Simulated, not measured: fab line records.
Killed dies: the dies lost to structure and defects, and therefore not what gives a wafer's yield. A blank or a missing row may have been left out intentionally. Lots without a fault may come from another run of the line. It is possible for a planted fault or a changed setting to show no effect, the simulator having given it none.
Which tool is to blame?	flow gf180mcu	Sampling: 7 lots, 21 wafers, 2 of 602 route steps

## WHAT THE GAUGES READ, wafer by wafer
GF_SAB_THK_MEAS_01.
lot	measured	on	SAB_CVD_00_THK (nm)
L491	day 14 13:51	film_metro-01	49.1 50.4 48.8
L493	day 15 08:58	film_metro-02	49.0 49.9 51.1
L496	day 16 06:39	film_metro-02	50.0 48.8 50.3
L499	day 17 09:58	film_metro-02	64.1 65.0 66.3
L508	day 21 01:30	film_metro-02	49.7 49.8 50.1
L509	day 21 14:31	film_metro-02	50.4 51.1 49.8
L513	day 22 12:40	film_metro-02	48.3 49.6 50.8

## WHAT TOOL EACH LOT RAN ON (gives the tool, then ch and the chambers of the sampled wafers, and finally the start)
lot	GF_SAB_CVD_00
L491	pecvd-04 ch 1,2, day 14 13:50
L493	pecvd-03 ch 0,1,2, day 15 08:56
L496	pecvd-04 ch 0,1, day 16 06:37
L499	pecvd-04 ch 0,1, day 17 09:55
L508	pecvd-01 ch 0,1,2, day 21 01:29
L509	pecvd-04 ch 0,1, day 21 14:29
L513	pecvd-03 ch 0,1, day 22 12:38
- GF_SAB_CVD_00: deposits SiO2 from TEOS, target thk 50 nm, time 4.9302 s.

## THE ANSWER, worked out from the rows above alone
Rule: the usual values come from the lots themselves. Put in order of their means at a reading, lots are off if they are a third of the lots or fewer, leave a main group of 4 or more, and stand apart from it by a gap of 3 or more times the standard deviation of the main group's means; of several such gaps the widest counts. A main group whose means are all the same, to the digits that the tables above print for the reading, isn't used. A lot without any number at a reading at which 4 lots or more have one is off too. The other lots that the step has rows for count as sound.
Off: L499, seen at GF_SAB_THK_MEAS_01 (SAB_CVD_00_THK). Mean 49.8 nm and standard deviation 0.33 in the main group.
A tool fits if, at a process step before that reading, it ran every lot that is off, and no sound lot after the first of them. Those tools and the gauges at GF_SAB_THK_MEAS_01 are tried in the same way. No candidate that was tried fits.

## WHAT WAS PUT IN BY THE SIMULATOR
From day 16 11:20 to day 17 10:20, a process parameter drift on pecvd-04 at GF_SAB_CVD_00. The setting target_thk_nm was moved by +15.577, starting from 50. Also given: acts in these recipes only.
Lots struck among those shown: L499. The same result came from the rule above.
